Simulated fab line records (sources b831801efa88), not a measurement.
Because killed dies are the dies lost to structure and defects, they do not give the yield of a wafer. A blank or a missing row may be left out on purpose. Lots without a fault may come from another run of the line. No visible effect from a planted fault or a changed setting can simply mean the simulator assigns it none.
Code-filled problem report in 8D (eight disciplines) form    flow sky130    the parts of the form that need people (team, actions taken, sign-off) are left out

1. THE ISSUE
At SKY_PAD_OPEN_STRIP_08, strip time to endpoint s averages 73.75 s over 6 wafers from 2 lots, while fault-free wafers read 37.01 s, standard deviation 0.1. So: +99 or more standard deviations from the usual mean.
The step: strips in O2/N2.
First observed at day 49 01:13: wafer L901.1, on plasma asher-03. Wafers with a number at this step in the record: 42, from 14 lots. The rule behind "out" and "out of limits": a value lying over 4 standard deviations away from the usual mean. The other wafers with a number count as sound.

2. WHAT IT IS, WHAT IT ISN'T
question                     is                                        is not
which readings at this step  strip time to endpoint s, oes product au  drypump motor current A
which lots                   L900, L901                                L889, L890, L891, L892, L893, L894, L895, L897, L898, L903, L910, L911
which wafers of those lots   all that have a number                    -
read on which tools          plasma asher-02, plasma asher-03          plasma asher-01
when                         from day 49 01:13                         up to then (27 sound wafers); but 9 sound wafers of L903, L910, L911 came after

3. WHAT RULES OUT EACH SUSPECT
Counting: any tool at a process step up to the reading is kept as a suspect provided that every lot that is out went through it and no sound lot did after the first of them.
- pecvd-03 at SKY_PASSIVATION_CVD_00 (deposits SiO2, target thk 90 nm): ruled out as a lasting fault. Following L901 (day 47 11:14), the first lot on it that is out, the sound lots L910 were run on it.
- plasma asher-03 at SKY_PASSIVATION_STRIP_12 (strips in O2/N2): ruled out as a lasting fault. Following L901 (day 48 07:11), the first lot on it that is out, the sound lots L903, L910, L911 were run on it.
Left after counting: nothing in the record.

4. THE CAUSE (what the simulator had put in)
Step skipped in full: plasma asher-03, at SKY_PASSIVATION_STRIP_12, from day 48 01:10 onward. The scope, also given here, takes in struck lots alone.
Counting ruled it out, wrongly.

5. THE CHAIN OF EFFECTS, in route order
Each row: a reading whose mean over the struck wafers that have a number lies more than 3 standard deviations from the usual. Only readings for which the record gives a usual standard deviation are gone through. hours: the time from each lot's start at the first step in this table that gives one to its start at this step, as a median over the lots. sigmas: the change in usual standard deviations.
hours  step                   reading                   usual       on struck wafers  change  sigmas
0      SKY_PAD_OPEN_STRIP_08  oes product au            0.663 a.u.  0.690             +0.027  +6.1
0      SKY_PAD_OPEN_STRIP_08  strip time to endpoint s  37.01 s     73.75             +36.74  +99 or more
Its process steps:
- SKY_PAD_OPEN_STRIP_08: strips in O2/N2.
Readings that are blank on the struck wafers while sound wafers have them: chamber pressure mTorr at SKY_PASSIVATION_STRIP_12; drypump motor current A at SKY_PASSIVATION_STRIP_12; oes product au at SKY_PASSIVATION_STRIP_12; strip time to endpoint s at SKY_PASSIVATION_STRIP_12.

6. HOW IT WOULD HAVE BEEN CAUGHT EARLIER
In this record no reading fell out of limits until day 49 01:13, 24 hours after the fault had begun at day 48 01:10.
At SKY_PASSIVATION_STRIP_12 the tool's readings are blank on the struck wafers, where sound wafers have them: an empty tool record is the first sign, and it was there at once.
